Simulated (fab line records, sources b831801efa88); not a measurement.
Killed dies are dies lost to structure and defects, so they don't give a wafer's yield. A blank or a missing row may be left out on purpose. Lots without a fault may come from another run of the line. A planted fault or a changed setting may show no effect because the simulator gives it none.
A struck lot beside a sound one | flow sky130 | 16 steps out of a route of 708
Sound: wafers L365.1, L365.5, L365.6. Struck: wafers L383.3, L383.4, L383.5. The cause comes at the end.
At each step with rows: each side's tool, then ch and its chambers, then its first start. Under that, the readings that differ: sound wafers | struck wafers | difference of the means | sigmas: that difference in standard deviations of wafers without a fault.
alike: readings whose means differ by less than 2 such deviations, and words and numbers that are the same on both sides. not compared: withheld readings, readings that some wafer has no value for, bounds like >300 that may hide the same value, and numbers for which the record gives no deviation and whose values overlap.
The two part at a step that has a row with sigmas, a row that says differs or no value, or rows on one side only. Numbers that don't overlap but have no deviation are shown without sigmas and don't part them. A reading that every wafer of one side lacks parts them only if that side has two wafers or more.

first, 5 steps without rows for these wafers: SKY_POLY_GATE_COAT_08 (resist thk 450 nm); SKY_POLY_GATE_SOFTBAKE_09 (time 90 s); SKY_POLY_GATE_EXPOSE_10 (exposes mask P1M, target cd 150 nm); SKY_POLY_GATE_PEB_11; SKY_POLY_GATE_DEVELOP_12 (develop time 60 s).
SKY_POLY_GATE_CD_MEAS_13: target cd 150 nm.
  sound on cd_sem-01, day 16 20:03; struck on cd_sem-02, day 23 05:52
  alike: cd_nm
SKY_POLY_GATE_OVL_MEAS_14:
  sound on overlay-01, day 16 20:10; struck on overlay-01, day 23 05:57
  alike: POLY_GATE_OVL
SKY_POLY_GATE_ETCH_15: etches BARC in N2/H2, stops on SiO2, time 118.5 s, target depth 110 nm.
  sound on rie_diel-02 ch 2,3, day 16 20:13; struck on rie_diel-02 ch 0,1, day 23 05:59
  alike: chamber_pressure_mTorr, drypump_motor_current_A, n2_flow_sccm, oes_product_au, throttle_valve_pct
  not compared: rf_hours_counter_h
SKY_POLY_GATE_ETCH_16: etches Si3N4 in CH3F/O2, stops on poly-Si, time 147.5 s, target depth 75 nm.
  sound on rie_diel-02 ch 2,3, day 16 20:17; struck on rie_diel-02 ch 0,1, day 23 06:04
  alike: O2_flow_sccm, chamber_pressure_mTorr, drypump_motor_current_A, oes_product_au, throttle_valve_pct
  not compared: rf_hours_counter_h
SKY_POLY_GATE_ETCH_17: etches poly-Si in HBr/Cl2, stops on SiO2, target depth 180 nm, time 70.5 s.
  sound on rie_si-02 ch 0,1,2, day 16 20:23; struck on rie_si-02 ch 1,2, day 23 06:10
  alike: chamber_pressure_mTorr, drypump_motor_current_A, oes_product_au, throttle_valve_pct
  not compared: rf_hours_counter_h
SKY_POLY_GATE_STRIP_18: strips in O2/N2.
  sound on plasma_asher-04 ch 0,1, day 16 20:27; struck on plasma_asher-03 ch 0,1, day 23 06:15
  alike: chamber_pressure_mTorr, drypump_motor_current_A, n2_flow_sccm, oes_product_au, strip_time_to_endpoint_s
  not compared: rf_hours_counter_h
then, 1 step without rows for these wafers: SKY_POLY_GATE_CLEAN_19 (cleans in SC1/SC2, time 150 s).
SKY_POLY_GATE_OXIDATION_20: stabilise 600 s, purge 300 s, target thk 4 nm.
  sound on furnace-02 ch 0, day 16 20:41; struck on furnace-01 ch 0, day 23 06:28
  reading                                          | sound                | struck               | difference | sigmas
  spike_tc_bottom_C (C)                            | 869.0 868.5 870.3    | 891.3 892.4 891.5    | +22.5      | +19
  spike_tc_centre_C (C)                            | 851.9 850.2 851.9    | 874.6 873.5 874.8    | +23.0      | +24
  spike_tc_lower_C (C)                             | 851.4 849.7 852.5    | 874.7 875.0 873.9    | +23.3      | +23
  spike_tc_top_C (C)                               | 867.5 867.2 865.6    | 887.2 886.8 886.9    | +20.2      | +12
  spike_tc_upper_C (C)                             | 851.5 853.8 851.8    | 875.4 875.8 874.2    | +22.8      | +24
  tube_center_temp_C (C)                           | 850.09 849.86 849.94 | 874.43 874.46 874.32 | +24.44     | +99 or more
  tube_center_temp_C_max                           | 852.5 852.2 852.4    | 877.5 877.0 876.5    | +24.6      | +65
  zone_power_centre_pct (%)                        | 15.92 15.86 16.02    | 17.11 17.00 17.08    | +1.13      | +5
  zone_power_lower_pct (%)                         | 16.57 16.43 16.29    | 17.82 17.42 17.39    | +1.11      | +7
  zone_power_upper_pct (%)                         | 15.17 14.98 15.38    | 16.19 16.22 16.56    | +1.15      | +5
  model.SiO2_of_POLY_GATE_OXIDATION_20.thk_nm (nm) | 4.12 4.101 4.147     | 5.378 5.357 5.319    | +1.229     |
SKY_POLY_GATE_THK_MEAS_21:
  sound on film_metro-02, day 16 21:56; struck on film_metro-01, day 23 08:02
  reading                      | sound          | struck         | difference | sigmas
  POLY_GATE_OXIDATION_THK (nm) | 4.17 4.13 4.12 | 5.36 5.40 5.35 | +1.23      | +17
  not compared: hold
SKY_POLY_GATE_CD_MEAS_22:
  sound on cd_sem-02, day 16 21:59; struck on cd_sem-02, day 23 14:11
  reading | sound | struck                                                                     | difference                   | sigmas
  hold    | - - - | await_dispo/5.8h/release await_dispo/5.8h/release await_dispo/5.8h/release | no value on the sound wafers |
  alike: cd_nm
-- the record jumps here: 27 days lie between the struck wafers' starts before and after (it left off in module POLY_GATE and takes up again in module PAD_OPEN, whose first step shown is number 708 of the route) --
SKY_PAD_OPEN_PROBE_99:
  sound on prober-01, day 45 23:56; struck on prober-01, day 50 17:34
  reading                            | sound             | struck            | difference | sigmas
  model.etest.tip_p.rs_ohm_sq        | 6911 6882 6976    | 7246 7190 7162    | +276       |
  model.etest.tip_sonos.rs_ohm_sq    | 2603 2591 2601    | 2819 2849 2845    | +239       |
  model.etest.res_pdiff.line_ohm_um  | 1333 1335 1344    | 1408 1420 1387    | +68        |
  model.etest.tip_n.rs_ohm_sq        | 447.2 446.2 449.9 | 472 474.2 473.8   | +26        |
  model.etest.res_pdiff.rs_ohm_sq    | 196.9 195.5 196.8 | 202.1 203.7 202.5 | +6.4       |
  model.etest.res_pdiff_hv.rs_ohm_sq | 189.7 188.9 190.2 | 191.9 195.6 193.9 | +4.2       |
  alike: killed_at_M0_to_M3, killed_at_M4_up, killed_at_contacts, killed_at_front_end, killed_at_other, killed_dies, killed_open, killed_short
  not compared: model.etest.res_ndiff.rs_ohm_sq

WHERE THEY PART
First at SKY_POLY_GATE_OXIDATION_20; last, within this record, at SKY_POLY_GATE_CD_MEAS_22. Later steps at which nothing parts them and some readings are alike: SKY_PAD_OPEN_PROBE_99.

WHY: what the simulator had put in
Process parameter drift: furnace-01, from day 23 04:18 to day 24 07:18, at SKY_POLY_GATE_OXIDATION_20. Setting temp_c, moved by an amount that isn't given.
